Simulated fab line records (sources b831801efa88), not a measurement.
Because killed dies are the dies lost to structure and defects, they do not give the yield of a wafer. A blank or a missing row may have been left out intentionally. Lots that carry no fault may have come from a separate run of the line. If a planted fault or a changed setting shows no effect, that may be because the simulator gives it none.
The tool behind it: which one? + flow gf180mcu + 42 wafers from 14 lots sampled at 4 of the route's 602 steps

== WHAT THE GAUGES SHOWED, per wafer ==
GF_VT_IMPLANT_TW_MEAS_10.
| lot  | measured     | on           | VT_IMPLANT_TW |
|------|--------------|--------------|---------------|
| L211 | day 5 17:59  | filmMetro-02 | 562 558 565   |
| L212 | day 6 01:47  | filmMetro-04 | 554 551 553   |
| L213 | day 6 07:55  | filmMetro-01 | 568 566 567   |
| L214 | day 6 13:44  | filmMetro-01 | 568 569 568   |
| L217 | day 7 14:33  | filmMetro-02 | 671 670 674   |
| L218 | day 7 14:46  | filmMetro-01 | 565 567 567   |
| L219 | day 7 22:01  | filmMetro-01 | 675 674 673   |
| L223 | day 9 05:28  | filmMetro-04 | 551 549 552   |
| L224 | day 9 11:56  | filmMetro-01 | 567 571 571   |
| L225 | day 9 17:08  | filmMetro-01 | 571 568 570   |
| L230 | day 10 18:32 | filmMetro-04 | 555 555 554   |
| L231 | day 10 21:35 | filmMetro-04 | 553 550 549   |
| L232 | day 11 05:15 | filmMetro-01 | 567 563 566   |
| L233 | day 11 12:10 | filmMetro-01 | 565 564 565   |

GF_HV_LDD_CD_MEAS_31: the cd target is 400 nm.
| lot  | measured     | on       | cdNm (nm)         |
|------|--------------|----------|-------------------|
| L211 | day 11 15:59 | cdSem-01 | 402.7 400.0 400.9 |
| L212 | day 11 23:44 | cdSem-02 | 404.1 402.0 400.8 |
| L213 | day 12 06:50 | cdSem-02 | 402.6 403.4 404.1 |
| L214 | day 12 17:14 | cdSem-02 | 400.7 403.1 401.4 |
| L217 | day 13 23:02 | cdSem-02 | 398.8 399.7 399.2 |
| L218 | day 14 03:55 | cdSem-02 | 399.5 400.6 400.6 |
| L219 | day 14 09:06 | cdSem-01 | 398.2 401.2 398.4 |
| L223 | day 16 04:27 | cdSem-01 | 399.8 399.0 399.6 |
| L224 | day 16 09:04 | cdSem-01 | 397.3 398.4 398.0 |
| L225 | day 16 18:55 | cdSem-02 | 396.3 394.9 397.9 |
| L230 | day 18 00:56 | cdSem-01 | 401.3 402.5 400.1 |
| L231 | day 18 07:01 | cdSem-02 | 400.3 398.8 400.0 |
| L232 | day 18 16:29 | cdSem-02 | 402.1 401.1 401.0 |
| L233 | day 18 23:05 | cdSem-02 | 399.1 400.4 402.1 |

GF_NSD_OVL_MEAS_08.
| lot  | measured     | on         | NSD_OVL (nm)   |
|------|--------------|------------|----------------|
| L211 | day 13 11:32 | overlay-02 | 1.4 0.5 1.3    |
| L212 | day 13 20:11 | overlay-01 | -0.2 -1.5 -0.5 |
| L213 | day 14 05:16 | overlay-01 | -2.7 -2.1 -1.5 |
| L214 | day 14 14:04 | overlay-01 | 0.7 -1.0 -1.6  |
| L217 | day 15 21:25 | overlay-01 | -0.3 -0.2 -0.3 |
| L218 | day 16 03:04 | overlay-01 | -0.2 -0.3 -2.0 |
| L219 | day 16 08:35 | overlay-02 | -2.0 -1.4 -1.3 |
| L223 | day 18 07:13 | overlay-01 | -0.3 -0.4 0.9  |
| L224 | day 18 11:16 | overlay-01 | -1.8 -0.6 0.7  |
| L225 | day 18 22:16 | overlay-02 | 0.5 -1.3 -1.6  |
| L230 | day 20 04:43 | overlay-02 | -1.2 0.8 -0.9  |
| L231 | day 20 10:04 | overlay-02 | 1.1 1.0 0.3    |
| L232 | day 20 20:40 | overlay-02 | 0.8 -1.7 -0.4  |
| L233 | day 21 02:52 | overlay-02 | -2.5 -1.4 -2.7 |

== EACH LOT AND THE TOOL THAT RAN IT (in order: tool; ch and the chambers of the sampled wafers; start) ==
| lot  | GF_VT_IMPLANT_IMPLANT_08        |
|------|---------------------------------|
| L211 | implanter-04 ch 0, day 5 17:45  |
| L212 | implanter-02 ch 0, day 6 01:32  |
| L213 | implanter-04 ch 0, day 6 07:42  |
| L214 | implanter-02 ch 0, day 6 13:30  |
| L217 | implanter-02 ch 0, day 7 14:19  |
| L218 | implanter-04 ch 0, day 7 14:33  |
| L219 | implanter-02 ch 0, day 7 21:48  |
| L223 | implanter-04 ch 0, day 9 05:14  |
| L224 | implanter-03 ch 0, day 9 11:42  |
| L225 | implanter-04 ch 0, day 9 16:53  |
| L230 | implanter-03 ch 0, day 10 18:17 |
| L231 | implanter-03 ch 0, day 10 21:21 |
| L232 | implanter-04 ch 0, day 11 05:02 |
| L233 | implanter-03 ch 0, day 11 11:56 |
- GF_VT_IMPLANT_IMPLANT_08

== WHAT THE TOOLS THEMSELVES READ (means of the sampled wafers that have a number; where no wafer has one, the mark that the record gives instead) ==
GF_VT_IMPLANT_IMPLANT_08.
| lot  | tool         | doseIonsCm2 | faradayCurrentUA |
|------|--------------|-------------|------------------|
| L211 | implanter-04 | 8.29e+12    | 48.3             |
| L212 | implanter-02 | 8.30e+12    | 47.2             |
| L213 | implanter-04 | 8.28e+12    | 46.8             |
| L214 | implanter-02 | 8.30e+12    | 47.1             |
| L217 | implanter-02 | 1.43e+13    | 79.7             |
| L218 | implanter-04 | 8.29e+12    | 46.6             |
| L219 | implanter-02 | 1.43e+13    | 80.9             |
| L223 | implanter-04 | 8.29e+12    | 47.2             |
| L224 | implanter-03 | 8.29e+12    | 48.0             |
| L225 | implanter-04 | 8.29e+12    | 47.2             |
| L230 | implanter-03 | 8.28e+12    | 47.0             |
| L231 | implanter-03 | 8.30e+12    | 46.7             |
| L232 | implanter-04 | 8.29e+12    | 47.0             |
| L233 | implanter-03 | 8.29e+12    | 47.5             |

== THE ANSWER, worked out from the rows above alone ==
Rule: the usual values come from the lots themselves. Put in order of their means at a reading, lots are off if they are a third of the lots or fewer, leave a main group of 4 or more, and stand apart from it by a gap of 3 or more times the standard deviation of the main group's means; of several such gaps the widest counts. A main group is skipped when, at the precision printed for the reading in the tables above, its means are all equal. A lot without any number at a reading at which 4 lots or more have one is off too. All remaining lots with rows at the step are treated as sound. First the gauges in route order, then the tools' own readings, where a lot's mean is used as printed above. At the first step where some lot is off, the reading lying furthest off is the one used; lots without a number count as furthest.
Off: L217, L219, at GF_VT_IMPLANT_TW_MEAS_10 (VT_IMPLANT_TW). Main group: mean 562, sd 7.2.
A tool fits if, at a process step before that reading, it ran every lot that is off, and no sound lot after the first of them. The gauges at GF_VT_IMPLANT_TW_MEAS_10 aren't tried: what is off there is off at GF_VT_IMPLANT_IMPLANT_08 too, on other tools, and a gauge's error can't cause that. One candidate fits, namely implanter-02 at GF_VT_IMPLANT_IMPLANT_08. A fault onset in the window from L214 (day 6 13:30, its last sound lot) to L217 (day 7 14:19, its first lot off) fits.
The tool's own readings at GF_VT_IMPLANT_IMPLANT_08 bear it out: on the lots that are off they differ by more than 5 times the standard deviation of the sound lots' means. doseIonsCm2 reads 1.43e+13 there against 8.29e+12 on the sound lots; faradayCurrentUA reads 80.3 there against 47.2 on the sound lots.

== WHAT THE SIMULATOR HAD INSERTED ==
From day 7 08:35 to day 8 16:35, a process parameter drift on implanter-02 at GF_VT_IMPLANT_IMPLANT_08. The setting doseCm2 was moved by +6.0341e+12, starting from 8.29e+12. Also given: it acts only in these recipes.
Struck lots among those shown: L217, L219. The rule above found the same.
